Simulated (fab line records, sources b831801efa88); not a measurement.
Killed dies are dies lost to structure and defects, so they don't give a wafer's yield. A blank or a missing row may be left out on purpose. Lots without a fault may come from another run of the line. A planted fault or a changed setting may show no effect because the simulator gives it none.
fab line records | flow sky130
record lots=15 wafers=43 last_day=50
route steps=708 shown LDD_HVN@275 PAD_OPEN@708
lots that met no fault: from a run of the same line without faults
start_h: hours from the record's first day to the start of the lot's first wafer shown | wait_h: hours since the lot's step before | " the same as in the row above | L1.1+2: a row that stands for several wafers | - no value, or no start given | * or withheld: withheld | < > ~ a bound
route shown NAME@n: a module of which the file shows steps, and the number in the route of the first | usual: mean/standard deviation of fault-free wafers | same: alike in all rows | chamber/n: place in a boat | sites: the reading at each site | _std_site: their standard deviation | _edge_site: outer sites' mean less inner sites' | radius_mm: how far each site lies from the wafer's centre | mask NAME#n: copy n | behind: the tool/chamber that last shaped the wafer | hold: why the lot was held/for how many hours/how that ended | device: the transistor (n, p or np) that didn't switch | end of line: the same wafers' tests at the end of the route | a step without rows: its recipe alone | killed: dies lost to structure and defects at the first sort, not the wafer's yield | map: a wafer's dies, x killed, . not, _ none there
set.NAME: the setting as run; set.NAME@STEP: as run at that earlier step | model.NAME: the simulator's own value behind a step, which no gauge read
steps of the route over a sample of lots; a table a step, a row a wafer
services: from which hour (start_h, from the record's first day; less than 0 if before it) a tool's chamber was out of use, for how many hours, and why
## steps
# step SKY_LDD_HVN_IMPLANT_08
# recipe species=P energy_kev=60 dose_cm2=3e+13 tilt_deg=40
# usual dose_ions_cm2=3e+13/3.4e+10
# columns lot.wafer tool chamber start_h wait_h dose_ions_cm2
L420.3 implanter-01 0 452.75 0.1 3.003e+13
L420.4 " 0 " " 3.004e+13
L420.5 " 0 " " 3.002e+13
L421.1 implanter-01 0 456.00 0.0 2.994e+13
L421.4 " 0 " " 2.998e+13
L421.6 " 0 " " 2.999e+13
L422.1 implanter-02 0 461.47 0.0 2.996e+13
L422.2 " 0 " " 2.996e+13
L422.6 " 0 " " 3.002e+13
L423.1 implanter-04 0 478.42 0.0 3e+13
L423.5 " 0 " " 2.998e+13
L423.6 " 0 " " 3.001e+13
L424.1 implanter-02 0 488.38 0.0 2.998e+13
L424.3 " 0 " " 3.002e+13
L424.6 " 0 " " 2.995e+13
L425.1 implanter-04 0 496.40 0.0 3.004e+13
L425.4 " 0 " " 3.002e+13
L425.6 " 0 " " 3.008e+13
L426.1 implanter-01 0 502.12 0.0 2.999e+13
L426.3 " 0 " " 2.997e+13
L426.5 " 0 " " 2.997e+13
L431.1 implanter-01 0 545.42 0.0 3e+13
L431.3 " 0 " " 2.999e+13
L431.6 " 0 " " 2.999e+13
L432.1 implanter-01 0 553.97 0.0 2.999e+13
L432.6 " 0 " " 3e+13
L435.5 implanter-01 0 579.62 0.1 2.998e+13
L435.6 " 0 " " 3.002e+13
L438.1 implanter-04 0 604.98 0.0 2.997e+13
L438.4 " 0 " " 2.992e+13
L438.5 " 0 " " 3e+13
L440.2 implanter-02 0 628.99 0.0 3.004e+13
L440.4 " 0 " " 2.995e+13
L440.6 " 0 " " 3.002e+13
L441.1 implanter-02 0 641.43 0.0 2.999e+13
L441.3 " 0 " " 3.002e+13
L441.5 " 0 " " 3.005e+13
L442.1 implanter-02 0 643.12 0.0 3.002e+13
L442.3 " 0 " " 3.002e+13
L442.6 " 0 " " 3e+13
L443.2 implanter-01 0 644.53 0.0 2.994e+13
L443.3 " 0 " " 2.999e+13
L443.5 " 0 " " 3.003e+13
# step SKY_LDD_HVN_TW_MEAS_10
# usual LDD_HVN_TW=1445/10
# columns lot.wafer tool chamber start_h wait_h LDD_HVN_TW
L420.3 film_metro-04 - 452.97 0.1 1458
L420.4 " - " " 1464
L420.5 " - " " 1452
L421.1 film_metro-03 - 456.25 0.1 1426
L421.4 " - " " 1432
L421.6 " - " " 1434
L422.1 film_metro-03 - 461.72 0.1 1422
L422.2 " - " " 1426
L422.6 " - " " 1430
L423.1 film_metro-02 - 478.67 0.1 1444
L423.5 " - " " 1437
L423.6 " - " " 1447
L424.1 film_metro-03 - 488.63 0.1 1435
L424.3 " - " " 1448
L424.6 " - " " 1446
L425.1 film_metro-02 - 496.65 0.1 1443
L425.4 " - " " 1446
L425.6 " - " " 1437
L426.1 film_metro-04 - 502.37 0.1 1463
L426.3 " - " " 1461
L426.5 " - " " 1458
L431.1 film_metro-04 - 545.67 0.1 1462
L431.3 " - " " 1466
L431.6 " - " " 1384
L432.1 film_metro-02 - 554.22 0.1 1445
L432.6 " - " " 1374
L435.5 film_metro-03 - 579.81 0.0 1364
L435.6 " - " " 1371
L438.1 film_metro-03 - 605.23 0.1 1426
L438.4 " - " " 1429
L438.5 " - " " 1433
L440.2 film_metro-02 - 629.23 0.1 1441
L440.4 " - " " 1445
L440.6 " - " " 1449
L441.1 film_metro-03 - 641.68 0.1 1441
L441.3 " - " " 1437
L441.5 " - " " 1432
L442.1 film_metro-03 - 643.37 0.1 1446
L442.3 " - " " 1439
L442.6 " - " " 1441
L443.2 film_metro-02 - 644.76 0.1 1448
L443.3 " - " " 1451
L443.5 " - " " 1455
# step SKY_PAD_OPEN_PROBE_99
# usual killed_at_M0_to_M3=42/7.4 killed_at_M4_up=3.4/1.8 killed_at_contacts=25/5.4 killed_at_front_end=15/4.4 killed_at_other=0.2/0.52 killed_dies=86/9.3 killed_on_rim=17/3.9 killed_open=47/7.6 killed_short=39/6.5
# same gross_dies=492 killed_at_back_side=0
# columns lot.wafer tool chamber start_h wait_h killed_at_M0_to_M3 killed_at_M4_up killed_at_contacts killed_at_front_end killed_at_other killed_dies killed_on_rim killed_open killed_short
L431.1 prober-01 - 1132.85 0.1 38 2 24 11 1 76 10 45 31
L431.3 prober-01 - 1132.95 0.2 28 1 29 5 0 63 15 41 22
L431.6 prober-01 - 1133.10 0.2 41 4 12 11 2 70 12 33 37
L432.1 prober-02 - 1138.21 0.1 37 4 26 12 0 79 13 40 39
L432.6 prober-02 - 1138.46 0.2 42 3 27 21 1 94 14 58 36
L435.6 prober-02 - 1152.43 0.2 32 2 21 18 0 73 19 39 34
L438.1 prober-01 - 1166.49 0.1 51 2 34 10 0 97 26 69 28
L438.4 prober-01 - 1166.64 0.2 41 3 20 12 0 76 13 43 33
L442.1 prober-01 - 1188.15 0.1 33 4 25 19 0 81 16 36 45
L442.3 prober-01 - 1188.25 0.2 46 0 27 16 0 89 21 47 42
L442.6 prober-01 - 1188.40 0.2 45 0 34 16 0 95 30 46 49
# killed by level:class
L431.1 CONTACT:geometric_particle:open=14 VIA3:geometric_particle:open=8 METAL1:geometric_particle:short=6 VIA2:geometric_particle:open=6 FIELD_ISO:geometric_particle:short=5 VIA1:geometric_particle:open=5 METAL2:geometric_particle:short=5 LI_CONTACT:geometric_particle:open=4
L431.3 CONTACT:geometric_particle:open=13 LI_CONTACT:geometric_particle:open=8 VIA1:geometric_particle:open=4 VIA2:geometric_particle:short=4 VIA2:geometric_particle:open=4 METAL1:geometric_particle:open=3 LOCAL_INTERCONNECT:geometric_particle:short=3 CONTACT:geometric_particle:short=3
L431.6 VIA1:geometric_particle:open=8 METAL2:geometric_particle:short=6 VIA3:geometric_particle:short=6 CONTACT:geometric_particle:open=5 METAL1:geometric_particle:short=4 VIA3:geometric_particle:open=4 VIA2:geometric_particle:short=4 POLY_GATE:geometric_particle:open=3
L432.1 CONTACT:geometric_particle:open=10 VIA3:geometric_particle:open=7 LOCAL_INTERCONNECT:geometric_particle:short=5 LI_CONTACT:geometric_particle:open=5 VIA1:geometric_particle:open=5 VIA2:geometric_particle:short=5 VIA3:geometric_particle:short=5 FIELD_ISO:geometric_particle:short=4
L432.6 CONTACT:geometric_particle:open=14 VIA1:geometric_particle:open=14 FIELD_ISO:geometric_particle:short=10 VIA2:geometric_particle:open=6 VIA3:geometric_particle:open=6 FIELD_ISO:geometric_particle:open=5 LI_CONTACT:geometric_particle:open=5 VIA1:geometric_particle:short=5
L435.6 VIA1:geometric_particle:open=11 FIELD_ISO:geometric_particle:short=7 FIELD_ISO:geometric_particle:open=6 METAL1:geometric_particle:short=6 LI_CONTACT:geometric_particle:open=5 CONTACT:geometric_particle:short=4 LOCAL_INTERCONNECT:geometric_particle:short=4 METAL2:geometric_particle:short=4
L438.1 VIA1:geometric_particle:open=18 CONTACT:geometric_particle:open=15 LI_CONTACT:geometric_particle:open=12 VIA1:geometric_particle:short=7 VIA2:geometric_particle:open=7 VIA3:geometric_particle:open=7 POLY_GATE:geometric_particle:short=3 CONTACT:geometric_particle:short=3
L438.4 VIA1:geometric_particle:open=10 LI_CONTACT:geometric_particle:open=7 CONTACT:geometric_particle:open=7 VIA2:geometric_particle:open=7 FIELD_ISO:geometric_particle:short=5 METAL2:geometric_particle:short=5 VIA1:geometric_particle:short=4 METAL3:geometric_particle:short=4
L442.1 CONTACT:geometric_particle:short=7 FIELD_ISO:geometric_particle:short=6 LI_CONTACT:geometric_particle:open=6 CONTACT:geometric_particle:open=6 VIA3:geometric_particle:open=6 METAL1:geometric_particle:short=6 METAL2:geometric_particle:short=5 VIA2:geometric_particle:short=4
L442.3 CONTACT:geometric_particle:open=12 VIA1:geometric_particle:open=8 VIA2:geometric_particle:open=7 METAL3:geometric_particle:short=6 POLY_GATE:geometric_particle:short=5 METAL1:geometric_particle:short=5 VIA1:geometric_particle:short=5 VIA3:geometric_particle:open=5
L442.6 CONTACT:geometric_particle:open=12 LI_CONTACT:geometric_particle:open=10 VIA1:geometric_particle:open=9 VIA1:geometric_particle:short=9 LOCAL_INTERCONNECT:geometric_particle:short=6 METAL1:geometric_particle:short=6 METAL2:geometric_particle:short=6 FIELD_ISO:geometric_particle:open=5
## services
# columns tool chamber start_h hours kind
implanter-02 - 447.07 3.8 repair
implanter-02 - 459.82 1.6 repair
implanter-04 - 466.22 4.2 repair
implanter-04 - 466.71 3.8 repair
implanter-04 - 508.58 1.4 repair
implanter-02 - 558.56 2.8 repair
implanter-04 - 558.72 1.3 repair
implanter-04 - 565.54 2.7 pm
implanter-02 - 568.65 3.4 pm
implanter-02 - 591.92 16.2 repair
implanter-01 - 607.79 1.2 repair
implanter-01 - 640.28 4.1 pm
implanter-02 - 643.31 2.1 repair
## key
first_sign step=SKY_LDD_HVN_TW_MEAS_10 reading=LDD_HVN_TW direction=down sigmas=7.1 usual=1445 struck=1373
effect none on later readings
met_at SKY_LDD_HVN_IMPLANT_08
struck_lots L431,L432,L435
struck_wafers L431.6,L432.6,L435.5,L435.6
tester_left_out L431,L432,L435
onset_between 502.12 545.42
fault kind=process_parameter_drift tool=implanter-01 chamber=- onset_h=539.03 steps=SKY_LDD_HVN_IMPLANT_08 channel=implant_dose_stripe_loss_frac offset=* shape=step end_h=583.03 scope=struck_wafers_only
# tester_left_out: of these lots the tester's yield and bins aren't shown, on N5 and GAA mostly nor the transistor test; their killed dies are dies lost to structure and defects alone, not to doping, threshold or leakage, so they don't give the yield
